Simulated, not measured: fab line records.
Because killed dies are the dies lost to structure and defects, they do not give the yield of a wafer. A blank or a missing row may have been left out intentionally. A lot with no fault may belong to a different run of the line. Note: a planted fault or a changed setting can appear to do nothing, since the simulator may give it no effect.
Chamber matching :: flow gf180mcu :: cmp-02 running GF_V1_CMP_26: 4 sister chambers
The step polishes, stops on SiO2, t overpolish 15 s, target thk 0 nm. 8 wafers are shown with their chamber, then 8 later ones without.

== EACH WAFER AND ITS CHAMBER ==
wafer: L498.2
chamber: 2
motor current A (A): 11.6
time to endpoint s (s): 84

wafer: L503.1
chamber: 3
motor current A (A): 11.5
time to endpoint s (s): 83

wafer: L503.5
chamber: 0
motor current A (A): 12.2
time to endpoint s (s): 80

wafer: L505.1
chamber: 2
motor current A (A): 11.2
time to endpoint s (s): 82

wafer: L505.3
chamber: 3
motor current A (A): 11.9
time to endpoint s (s): 84

wafer: L506.3
chamber: 0
motor current A (A): 11.7
time to endpoint s (s): 79

wafer: L506.6
chamber: 1
motor current A (A): 9.2
time to endpoint s (s): 84

wafer: L508.1
chamber: 1
motor current A (A): 9.4
time to endpoint s (s): 82

== WAFERS WHOSE CHAMBER IS MISSING ==
wafer: L508.2
motor current A (A): 12.0
time to endpoint s (s): 80

wafer: L508.3
motor current A (A): 11.1
time to endpoint s (s): 87

wafer: L511.1
motor current A (A): 9.2
time to endpoint s (s): 81

wafer: L511.3
motor current A (A): 11.6
time to endpoint s (s): 82

wafer: L511.5
motor current A (A): 11.9
time to endpoint s (s): 82

wafer: L514.2
motor current A (A): 9.6
time to endpoint s (s): 83

wafer: L514.4
motor current A (A): 11.7
time to endpoint s (s): 79

wafer: L514.5
motor current A (A): 9.1
time to endpoint s (s): 86

== WHICH CHAMBER EACH WENT THROUGH ==
wafer: L508.2
from the rows above: 0
in truth: 0

wafer: L508.3
from the rows above: can't be placed: 2 or 3
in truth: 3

wafer: L511.1
from the rows above: 1
in truth: 1

wafer: L511.3
from the rows above: can't be placed: 2 or 3 or 0
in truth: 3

wafer: L511.5
from the rows above: can't be placed: 3 or 2 or 0
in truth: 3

wafer: L514.2
from the rows above: 1
in truth: 1

wafer: L514.4
from the rows above: 0
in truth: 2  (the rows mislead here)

wafer: L514.5
from the rows above: 1
in truth: 1
Correct placement for 4 of the 8. These rows do not allow placing 3 (true chamber among the candidates in 3). 1 placed wrongly.
How it was worked out, from the rows above alone: a wafer's distance from a chamber is the root of the sum, over the readings, of the square of ((its reading less the chamber's mean) divided by the reading's scatter). If the next closest chamber is less than 2 further off than the closest, the wafer can't be placed; otherwise it belongs to the closest. Each chamber's mean is taken over the wafers shown for it. The scatter: the root of (the sum of the squares of (reading less its chamber's mean) over the shown wafers, divided by (wafers less chambers)).
